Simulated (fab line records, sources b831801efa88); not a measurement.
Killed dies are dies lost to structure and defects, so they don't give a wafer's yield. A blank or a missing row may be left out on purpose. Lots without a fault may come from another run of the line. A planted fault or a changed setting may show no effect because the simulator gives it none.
A struck lot beside a sound one | flow sky130 | 43 steps out of a route of 708
Sound: wafers L696.2, L696.3, L696.4. Struck: wafers L706.1, L706.2, L706.6. The cause comes at the end.
At each step with rows: each side's tool, then ch and its chambers, then its first start. Under that, the readings that differ: sound wafers | struck wafers | difference of the means | sigmas: that difference in standard deviations of wafers without a fault.
alike: readings whose means differ by less than 2 such deviations, and words and numbers that are the same on both sides. not compared: withheld readings, readings that some wafer has no value for, bounds like >300 that may hide the same value, and numbers for which the record gives no deviation and whose values overlap.
The two part at a step that has a row with sigmas, a row that says differs or no value, or rows on one side only. Numbers that don't overlap but have no deviation are shown without sigmas and don't part them. A reading that every wafer of one side lacks parts them only if that side has two wafers or more.

first, 2 steps without rows for these wafers: SKY_VIA2_CLEAN_18 (cleans in IPA, time 180 s); SKY_VIA2_CLEAN_19 (cleans in O3/DIW).
SKY_VIA2_SPUTTER_20: material TiN, target thk 20 nm, time 80 s.
  sound on pvd_sputter-03, day 39 12:02; struck on pvd_sputter-03, day 42 09:04
  alike: throttle_valve_pct
SKY_VIA2_CVD_21: deposits W, target thk 420 nm, time 126.4 s.
  sound on cvd_w-02 ch 0,1, day 39 12:05; struck on cvd_w-01 ch 0,1, day 42 09:07
  alike: chamber_pressure_Torr, heater_power_w
SKY_VIA2_RS_MEAS_22: measures by four-point-probe.
  sound on film_metro-04, day 39 12:14; struck on film_metro-01, day 42 09:16
  alike: VIA2_W_RS
SKY_VIA2_THK_MEAS_23: measures by xrf.
  sound on film_metro-04, day 39 12:21; struck on film_metro-01, day 42 09:23
  alike: VIA2_W_THK
then, 1 step without rows for these wafers: SKY_VIA2_CMP_24 (polishes, stops on SiO2, t overpolish 20 s, target thk 0 nm).
SKY_METAL3_SPUTTER_00: material Ti, target thk 15 nm, time 10 s.
  sound on pvd_sputter-04, day 39 12:42; struck on pvd_sputter-02, day 42 09:45
  alike: throttle_valve_pct
then, 4 steps without rows for these wafers: SKY_METAL3_SPUTTER_01 (material TiN, target thk 20 nm, time 16.7 s); SKY_METAL3_SPUTTER_02 (material AlCu, target thk 735 nm, time 39.1 s); SKY_METAL3_SPUTTER_03 (material Ti, target thk 5 nm, time 3.3 s); SKY_METAL3_SPUTTER_04 (material TiN, target thk 70 nm, time 58.3 s).
SKY_CAPM_CVD_00: deposits SiO2, target thk 15.5 nm.
  sound on pecvd-02 ch 1,2, day 39 12:51; struck on pecvd-01 ch 1,2, day 42 09:55
  reading                               | sound             | struck            | difference | sigmas
  heater_power_w (W)                    | 652 567 663       | 843 794 820       | +192       | +2
  rf_fwd_power_W (W)                    | 439.5 439.8 439.1 | 370.3 375.6 371.3 | -67.1      | -27
  model.SiO2_of_CAPM_CVD_00.thk_nm (nm) | 15.35 15.17 15.76 | 14.48 14.52 14.6  | -0.89      |
SKY_CAPM_THK_MEAS_01:
  sound on film_metro-03, day 39 12:53; struck on film_metro-03, day 42 10:14
  reading              | sound             | struck            | difference | sigmas
  CAPM_CVD_00_THK (nm) | 15.34 15.17 15.77 | 14.41 14.52 14.61 | -0.91      | -5
  not compared: hold
SKY_CAPM_RS_MEAS_03: measures by four-point-probe.
  sound on film_metro-04, day 39 13:04; struck on film_metro-03, day 42 22:58
  alike: CAPM_TIN_RS
SKY_CAPM_THK_MEAS_04: measures by xrf.
  sound on film_metro-04, day 39 13:10; struck on film_metro-03, day 42 23:05
  alike: CAPM_TIN_THK
then, 7 steps without rows for these wafers: SKY_CAPM_DEHYDRATE_05 (time 60 s); SKY_CAPM_HMDS_06 (prime time 60 s); SKY_CAPM_COAT_07 (resist thk 1140 nm); SKY_CAPM_SOFTBAKE_08 (time 60 s); SKY_CAPM_EXPOSE_09 (exposes mask CAPM, target cd 1000 nm); SKY_CAPM_PEB_10; SKY_CAPM_DEVELOP_11 (develop time 60 s).
SKY_CAPM_OVL_MEAS_12:
  sound on overlay-01, day 40 13:16; struck on overlay-01, day 43 08:47
  alike: CAPM_OVL
SKY_CAPM_METAL_ETCH_13: etches TiN in Cl2/BCl3, stops on SiO2, target depth 220 nm, time 62.9 s.
  sound on rie_metal-04 ch 0,1, day 40 13:18; struck on rie_metal-03 ch 0,1, day 43 08:49
  alike: drypump_motor_current_A, oes_product_au, throttle_valve_pct
  not compared: rf_hours_counter_h
then, 12 steps without rows for these wafers: SKY_CAPM_STRIP_14 (strips in O2/N2); SKY_CAPM_STRIP_15 (strips in post etch residue remover, time 1200 s); SKY_CAPM_CLEAN_16 (cleans in IPA, time 180 s); SKY_CAPM_CLEAN_17 (cleans in O3/DIW); SKY_METAL3_DEHYDRATE_05 (time 60 s); SKY_METAL3_HMDS_06 (prime time 60 s); SKY_METAL3_COAT_07 (resist thk 60 nm); SKY_METAL3_COAT_08 (resist thk 1140 nm); SKY_METAL3_SOFTBAKE_09 (time 90 s); SKY_METAL3_EXPOSE_10 (exposes mask MM3, target cd 300 nm); SKY_METAL3_PEB_11; SKY_METAL3_DEVELOP_12 (develop time 60 s).
SKY_METAL3_CD_MEAS_13: target cd 300 nm.
  sound on cd_sem-02, day 41 11:29; struck on cd_sem-01, day 44 08:16
  alike: cd_nm
SKY_METAL3_OVL_MEAS_14:
  sound on overlay-01, day 41 11:35; struck on overlay-01, day 44 08:23
  alike: METAL3_OVL
then, 1 step without rows for these wafers: SKY_METAL3_DESCUM_15 (chemistry O2, time 8 s).
SKY_METAL3_ETCH_16: etches BARC in N2/H2, stops on SiO2, time 88.2 s, target depth 60 nm.
  sound on rie_metal-04 ch 0,1, day 41 11:39; struck on rie_metal-04 ch 0,1, day 44 08:27
  alike: drypump_motor_current_A, oes_product_au, throttle_valve_pct
  not compared: rf_hours_counter_h
SKY_METAL3_ETCH_17: etches SiO2 in C4F8/O2/Ar, stops on TiN, time 3.9 s, target depth 15 nm.
  sound on rie_diel-01 ch 0,1,2, day 41 11:45; struck on rie_diel-02 ch 0,2,3, day 44 08:33
  reading                  | sound             | struck            | difference | sigmas
  oes_product_au (a.u.)    | 0.748 0.756 0.755 | 0.730 0.724 0.731 | -0.025     | -4
  model.etch.depth_nm (nm) | 15.35 15.17 15.76 | 14.48 14.52 14.6  | -0.89      |
  not compared: rf_hours_counter_h
-- the record jumps here: 6 days lie between the struck wafers' starts before and after (it left off in module METAL3 and takes up again in module PAD_OPEN, whose first step shown is number 708 of the route) --
SKY_PAD_OPEN_PROBE_99:
  sound on prober-02, day 48 07:31; struck on prober-01, day 50 11:11
  reading                              | sound                | struck               | difference | sigmas
  model.etest.cap_mim.leak_log10_a_cm2 | -8.978 -9.031 -9.053 | -8.593 -8.697 -8.687 | +0.362     |
  model.etest.cap_mim.c_ff_um2         | 2.36 2.387 2.305     | 2.51 2.487 2.491     | +0.15      |
  alike: defect_limited_yield, killed_at_M0_to_M3, killed_at_M4_up, killed_at_contacts, killed_at_front_end, killed_at_other, killed_dies, killed_open, killed_short, sort_bin_3_pad_short, sort_bin_5_function, sort_bin_6_memory, sort_n_pass, sort_yield_pct
  not compared: model.etest.cap_mim.bv_v

WHERE THEY PART
First at SKY_CAPM_CVD_00; last, within this record, at SKY_METAL3_ETCH_17. Later steps at which nothing parts them and some readings are alike: SKY_PAD_OPEN_PROBE_99.

WHY: what the simulator had put in
Process parameter drift: pecvd-01, from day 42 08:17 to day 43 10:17, at SKY_CAPM_CVD_00. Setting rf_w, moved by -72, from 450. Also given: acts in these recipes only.
